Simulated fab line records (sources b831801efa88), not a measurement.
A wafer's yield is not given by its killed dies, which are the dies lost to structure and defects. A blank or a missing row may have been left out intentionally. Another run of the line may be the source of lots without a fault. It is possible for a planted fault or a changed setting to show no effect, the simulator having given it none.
Split-lot experiment | flow gf180mcu | 23 wafers read from 5 lots, route of 602 steps

SPLIT DETAILS
At GF_SALICIDE_SPUTTER_02 (material Co, target thk 10 nm, time 20 s), the setting power_w was moved away from the recipe's 1000 W on 11 of the 23 wafers read, by -9.3% to +8.7%. All remaining wafers had this setting at the recipe value.

FROM THE SPLIT TO THE READING: what the file shows between them, 1 step
- GF_SALICIDE_SPUTTER_03: material TiN, target thk 20 nm, time 16.7 s (also split here: chamber_pressure_pa)

THE READING
SALICIDE_TIN_RS in ohm/sq, measured at GF_SALICIDE_RS_MEAS_04 by four-point-probe. A value of 16.09 ohm/sq with a standard deviation of 0.22 ohm/sq is what fault-free wafers of this fab line usually give.

wafer  | tool, chamber at the split | power_w as run, W | against the recipe | SALICIDE_TIN_RS, ohm/sq | against lot-mates on the recipe
L074.1 | pvd_sputter-03, -          | 1087              | +8.7%              | 14.98                   | -1.36
L074.3 | pvd_sputter-03, -          | 1000              | recipe             | 16.34                   | -
L074.4 | pvd_sputter-03, -          | 1000              | recipe             | 16.35                   | -
L074.5 | pvd_sputter-03, -          | 1087              | +8.7%              | 15.03                   | -1.31
L074.6 | pvd_sputter-03, -          | 1087              | +8.7%              | 15.15                   | -1.19
L076.1 | pvd_sputter-04, -          | 932.2             | -6.8%              | 17.26                   | +1.37
L076.2 | pvd_sputter-04, -          | 1000              | recipe             | 15.89                   | -
L076.3 | pvd_sputter-04, -          | 1000              | recipe             | 15.89                   | -
L076.5 | pvd_sputter-04, -          | 932.2             | -6.8%              | 17.32                   | +1.43
L076.6 | pvd_sputter-04, -          | 932.2             | -6.8%              | 16.99                   | +1.10
L078.1 | pvd_sputter-02, -          | 1000              | recipe             | 16.24                   | -
L078.2 | pvd_sputter-02, -          | 906.7             | -9.3%              | 17.74                   | +1.52
L078.3 | pvd_sputter-02, -          | 906.7             | -9.3%              | 17.86                   | +1.64
L078.4 | pvd_sputter-02, -          | 906.7             | -9.3%              | 17.53                   | +1.31
L078.5 | pvd_sputter-02, -          | 1000              | recipe             | 16.20                   | -
L079.1 | pvd_sputter-02, -          | 1000              | recipe             | 16.15                   | -
L079.4 | pvd_sputter-02, -          | 1000              | recipe             | 15.98                   | -
L079.6 | pvd_sputter-02, -          | 1000              | recipe             | 16.01                   | -
L085.1 | pvd_sputter-03, -          | 1037              | +3.7%              | 15.56                   | -0.62
L085.2 | pvd_sputter-03, -          | 1000              | recipe             | 15.81                   | -
L085.3 | pvd_sputter-03, -          | 1000              | recipe             | 16.50                   | -
L085.4 | pvd_sputter-03, -          | 1037              | +3.7%              | 15.69                   | -0.49
L085.6 | pvd_sputter-03, -          | 1000              | recipe             | 16.22                   | -

FIT RESULTS
A straight line over all 23 wafers: SALICIDE_TIN_RS changes by -0.148 ohm/sq for each +1% of power_w; r = -0.97; the points scatter about the line by 0.2 ohm/sq.
The same after taking each lot's own level away (the mean of its wafers on the recipe; 23 wafers): -0.161 ohm/sq for each +1%; r = -0.98; scatter 0.16 ohm/sq.
The reading moves by 1.5 ohm/sq for the largest change in power_w, on that fit.
The span of the lots' own levels, 15.890 to 16.345 ohm/sq, comes to 2.1 times the standard deviation stated above.
The two slopes are in agreement: the lot-to-lot level therefore moves the slope only a little.
Check: with one of the wafers moved furthest among these (-9.3%) left out of the fit, the line predicts +1.55 ohm/sq for it against its lot-mates. Against them it came out at +1.52 ohm/sq.

ADDITIONAL SPLITS CARRIED BY THESE WAFERS
Note: prior to the reading, these wafers also went through further splits. Each is held against what the fit with the lots' levels taken away leaves over:
other split on the same wafers             | wafers away from the commonest value | r with SALICIDE_TIN_RS (lot level and that fit taken away)
GF_NWELL_COAT_02 spin_rpm                  | 6                                    | -0.33
GF_MVPSD_STRIP_10 pressure_mtorr           | 15                                   | -0.21
GF_VT_IMPLANT_IMPLANT_41 energy_kev        | 6                                    | +0.38
GF_POLY_GATE_COAT_05 resist_thk_nm         | 8                                    | -0.16
GF_HV_LDD_IMPLANT_21 energy_kev            | 8                                    | +0.35
GF_HV_LDD_IMPLANT_48 energy_kev            | 8                                    | -0.13
GF_HV_LDD_CVD_56 temp_c                    | 15                                   | +0.04
GF_NSD_COAT_02 spin_rpm                    | 7                                    | -0.20
GF_NSD_DEVELOP_06 develop_time_s           | 9                                    | +0.04
GF_SALICIDE_SPUTTER_03 chamber_pressure_pa | 18                                   | -0.24

THE WHOLE CHAIN: every reading that the file lists as answering this split, in the file's order
step                   | what it does                             | reading                                                                           | change (the file's fit)                | r (the file's)
GF_SALICIDE_SPUTTER_02 | material Co, target thk 10 nm, time 20 s | Co_of_SALICIDE_SPUTTER_02.thk_nm (the simulator's own value, which no gauge read) | +0.0939 nm for each +1% of the setting | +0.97
GF_SALICIDE_RS_MEAS_04 | measures by four-point-probe             | SALICIDE_TIN_RS                                                                   | -0.162 for each +1% of the setting     | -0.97

FILE'S OWN FIT
SALICIDE_TIN_RS changes by -0.162 ohm/sq for each +1% of power_w, r = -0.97.
